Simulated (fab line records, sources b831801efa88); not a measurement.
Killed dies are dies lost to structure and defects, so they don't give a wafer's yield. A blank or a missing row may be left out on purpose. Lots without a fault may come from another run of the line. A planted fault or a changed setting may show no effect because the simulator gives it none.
Which tool did it? | flow sky130 | 10 lots, 30 wafers sampled, at 5 steps of a route of 708

WHAT THE GAUGES READ, wafer by wafer
SKY_VT_ADJUST_LVTN_OVL_MEAS_18. Usual: VT_ADJUST_LVTN_01_OVL -1.1 nm, standard deviation 1.8.
lot  | measured     | on         | VT_ADJUST_LVTN_01_OVL (nm) | flag
L985 | day 8 02:04  | overlay-01 | -0.6 -3.2 -1.9             |
L986 | day 8 06:43  | overlay-01 | -1.8 -3.6 -3.2             |
L988 | day 8 20:33  | overlay-02 | 0.2 0.0 -0.4               |
L989 | day 9 05:33  | overlay-01 | 1.6 -0.1 0.3               |
L992 | day 9 22:23  | overlay-02 | -1.2 -2.2 -2.4             |
L997 | day 11 05:07 | overlay-01 | -2.1 -1.3 -3.8             |
L105 | day 13 16:18 | overlay-02 | -1.8 -0.7 -1.0             |
L106 | day 14 01:57 | overlay-02 | -3.1 -2.7 -3.0             |
L107 | day 14 03:43 | overlay-01 | -1.6 -2.6 -1.4             |
L108 | day 14 06:18 | overlay-02 | -0.7 0.2 1.5               |

SKY_VT_ADJUST_NCORE_OVL_MEAS_08. Usual: VT_ADJUST_NCORE_OVL 0.5 nm, standard deviation 1.4.
lot  | measured     | on         | VT_ADJUST_NCORE_OVL (nm) | flag
L985 | day 8 23:07  | overlay-02 | -0.7 0.3 -1.8            |
L986 | day 9 04:32  | overlay-01 | 1.4 0.6 0.6              |
L988 | day 9 18:28  | overlay-02 | -1.1 -2.9 -1.5           |
L989 | day 10 03:56 | overlay-01 | 1.4 2.1 0.8              |
L992 | day 10 21:35 | overlay-01 | 1.8 1.1 1.5              |
L997 | day 12 06:20 | overlay-01 | 2.5 3.5 2.5              |
L105 | day 14 18:14 | overlay-01 | 2.2 -2.1 1.8             |
L106 | day 15 04:32 | overlay-02 | 0.5 1.8 1.1              |
L107 | day 15 06:12 | overlay-01 | -0.3 -0.7 3.7            |
L108 | day 15 09:14 | overlay-02 | -0.8 2.1 0.8             |

SKY_SONOS_ONO_THK_MEAS_05. Usual: SONOS_ONO_CVD_04_THK 5.85 nm, standard deviation 0.11.
lot  | measured     | on            | SONOS_ONO_CVD_04_THK (nm) | flag
L985 | day 12 00:37 | film_metro-04 | 5.88 5.85 5.83            |
L986 | day 12 07:35 | film_metro-02 | 6.11 5.98 5.87            |
L988 | day 12 22:40 | film_metro-03 | 5.87 5.93 5.87            |
L989 | day 13 11:28 | film_metro-04 | 5.81 5.73 5.89            |
L992 | day 14 07:28 | film_metro-02 | 5.86 5.98 5.90            |
L997 | day 15 20:26 | film_metro-03 | 6.19 6.24 6.32            | OFF
L105 | day 18 14:23 | film_metro-02 | 5.85 6.00 5.82            |
L106 | day 19 02:10 | film_metro-04 | 5.96 5.89 5.94            |
L107 | day 19 05:28 | film_metro-03 | 5.97 6.00 5.87            |
L108 | day 19 07:52 | film_metro-02 | 5.90 5.73 5.83            |

SKY_GATE_OXIDE_OVL_MEAS_10. Usual: GATE_OXIDE_OVL 0.8 nm, standard deviation 1.2.
lot  | measured     | on         | GATE_OXIDE_OVL (nm) | flag
L985 | day 14 04:40 | overlay-01 | 3.5 3.0 3.7         |
L986 | day 14 13:57 | overlay-01 | 2.2 2.0 2.1         |
L988 | day 15 06:09 | overlay-02 | -1.1 -1.3 1.2       |
L989 | day 15 18:13 | overlay-02 | 1.5 0.1 -1.0        |
L992 | day 16 17:11 | overlay-02 | -0.2 0.6 0.7        |
L997 | day 18 08:13 | overlay-02 | 2.3 0.8 2.4         |
L105 | day 21 09:09 | overlay-01 | -0.2 1.9 -0.2       |
L106 | day 21 20:01 | overlay-01 | 2.1 0.2 -0.9        |
L107 | day 21 22:34 | overlay-02 | 0.6 0.7 1.7         |
L108 | day 22 01:46 | overlay-02 | 0.1 0.6 0.6         |

WHICH TOOL RAN EACH LOT (tool, then ch and the chambers of the sampled wafers, then the start)
lot  | SKY_SONOS_ONO_CVD_04
L985 | lpcvd-03 ch 0, day 11 22:44
L986 | lpcvd-03 ch 1, day 12 05:43
L988 | lpcvd-03 ch 0, day 12 21:25
L989 | lpcvd-03 ch 1, day 13 09:35
L992 | lpcvd-03 ch 0, day 14 06:12
L997 | lpcvd-03 ch 1, day 15 19:11
L105 | lpcvd-03 ch 1, day 18 13:08
L106 | lpcvd-03 ch 0, day 19 00:55
L107 | lpcvd-03 ch 1, day 19 04:12
L108 | lpcvd-03 ch 1, day 19 06:37
- SKY_SONOS_ONO_CVD_04: deposits SiO2 from SiH4/N2O, target thk 5.7199 nm.

WHAT THE TOOLS THEMSELVES READ (means of the sampled wafers that have a number; where no wafer has one, the mark that the record gives instead)
SKY_SONOS_ONO_CVD_04. Usual: zone_power_upper_pct 19.5 %, standard deviation 0.49.
lot  | tool     | zone_power_upper_pct (%) | flag
L985 | lpcvd-03 | 19.9                     |
L986 | lpcvd-03 | 19.0                     |
L988 | lpcvd-03 | 20.2                     |
L989 | lpcvd-03 | 19.0                     |
L992 | lpcvd-03 | 20.1                     |
L997 | lpcvd-03 | 19.0                     |
L105 | lpcvd-03 | 19.1                     |
L106 | lpcvd-03 | 19.7                     |
L107 | lpcvd-03 | 19.2                     |
L108 | lpcvd-03 | 19.1                     |

THE ANSWER, worked out from the rows above alone
Rule: a lot is off if the mean of its wafers that have a number lies more than 3 standard deviations from the usual mean. A lot without any number at a reading at which 4 lots or more have one is off too. The other lots that the step has rows for count as sound. The gauges are gone through in route order, then the tools' own readings, and for those a lot's mean is taken as printed above. The first step at which some lot is off is used, and at that step the reading that is off furthest; a lot without a number counts as furthest.
Off: L997, at SKY_SONOS_ONO_THK_MEAS_05 (SONOS_ONO_CVD_04_THK).
A tool fits if, at a process step before that reading, it ran every lot that is off, and no sound lot after the first of them. The gauges at SKY_SONOS_ONO_THK_MEAS_05 are tried like those tools. None of those tried fits.

WHAT THE SIMULATOR HAD PUT IN
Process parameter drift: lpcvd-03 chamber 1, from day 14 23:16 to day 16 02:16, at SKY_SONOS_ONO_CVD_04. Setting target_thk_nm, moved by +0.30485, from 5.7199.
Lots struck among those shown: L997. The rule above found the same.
